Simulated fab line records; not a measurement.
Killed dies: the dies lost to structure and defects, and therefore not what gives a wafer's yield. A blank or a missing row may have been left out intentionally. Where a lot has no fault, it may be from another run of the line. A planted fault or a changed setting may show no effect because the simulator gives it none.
Which tool is to blame? -- flow sky130 -- Sampling: 12 lots, 36 wafers, 3 of 708 route steps

== WHAT THE GAUGES READ, wafer by wafer ==
SKY_METAL1_CD_MEAS_15 targets a cd of 140 nm.
lot,measured,on,cdNm (nm)
L075,day 33 06:36,cdSem-01,139.0 138.0 138.5
L077,day 33 04:27,cdSem-01,144.2 143.7 142.5
L079,day 33 18:03,cdSem-01,143.3 143.2 143.4
L081,day 35 01:52,cdSem-01,139.4 139.9 139.5
L083,day 35 10:59,cdSem-02,141.8 140.0 141.2
L085,day 36 20:06,cdSem-01,139.4 139.6 139.9
L087,day 37 00:58,cdSem-02,140.5 142.6 139.4
L089,day 37 12:01,cdSem-02,140.7 140.7 139.7
L091,day 38 02:28,cdSem-02,138.2 140.6 141.0
L093,day 38 14:37,cdSem-02,141.7 140.8 140.3
L095,day 39 08:53,cdSem-01,142.4 140.6 141.2
L097,day 40 04:55,cdSem-01,140.9 140.3 140.2

== TOOL THAT RAN EACH LOT (tool first, then ch and the chambers of the sampled wafers, then the start) ==
lot,SKY_VT_ADJUST_LVTN_STRIP_20,SKY_METAL1_SPUTTER_03
L075,"plasmaAsher-04 ch 0,1, day 7 18:44","pvdSputter-03, day 32 03:44"
L077,"plasmaAsher-02 ch 1, day 8 05:38","pvdSputter-03, day 32 02:31"
L079,"plasmaAsher-04 ch 0,1, day 8 16:35","pvdSputter-04, day 32 16:00"
L081,"plasmaAsher-02 ch 0,1, day 9 10:32","pvdSputter-03, day 33 23:30"
L083,"plasmaAsher-01 ch 0,1, day 9 21:49","pvdSputter-01, day 34 08:07"
L085,"plasmaAsher-04 ch 0,1, day 10 16:10","pvdSputter-01, day 35 16:54"
L087,"plasmaAsher-02 ch 0,1, day 11 03:17","pvdSputter-01, day 35 21:41"
L089,"plasmaAsher-01 ch 0,1, day 11 17:38","pvdSputter-04, day 36 08:42"
L091,"plasmaAsher-02 ch 0,1, day 12 10:47","pvdSputter-03, day 36 23:32"
L093,"plasmaAsher-04 ch 0,1, day 13 00:02","pvdSputter-03, day 37 11:51"
L095,"plasmaAsher-04 ch 0,1, day 13 19:28","pvdSputter-01, day 38 06:45"
L097,"plasmaAsher-02 ch 0,1, day 14 08:47","pvdSputter-04, day 39 03:02"
- SKY_VT_ADJUST_LVTN_STRIP_20: strips in O2/N2.
- SKY_METAL1_SPUTTER_03: material Ti, target thk 5 nm, time 3.3 s.

== THE ANSWER, worked out from the rows above alone ==
Rule: usual is defined by the lots themselves. The widest of any qualifying gaps counts: lots, ordered by their means at a reading, are off when they make up no more than a third of the lots, leave a main group of 4 or more, and stand apart from it by 3 or more times the standard deviation of that group's means. A main group is skipped when, at the precision printed for the reading in the tables above, its means are all equal. Also off: a lot with no number at a reading for which 4 or more lots have one. Where the step has rows for the other lots, those lots are counted as sound.
None of the lots is off at any reading shown; this tells nothing.

== WHAT THE SIMULATOR PUT IN ==
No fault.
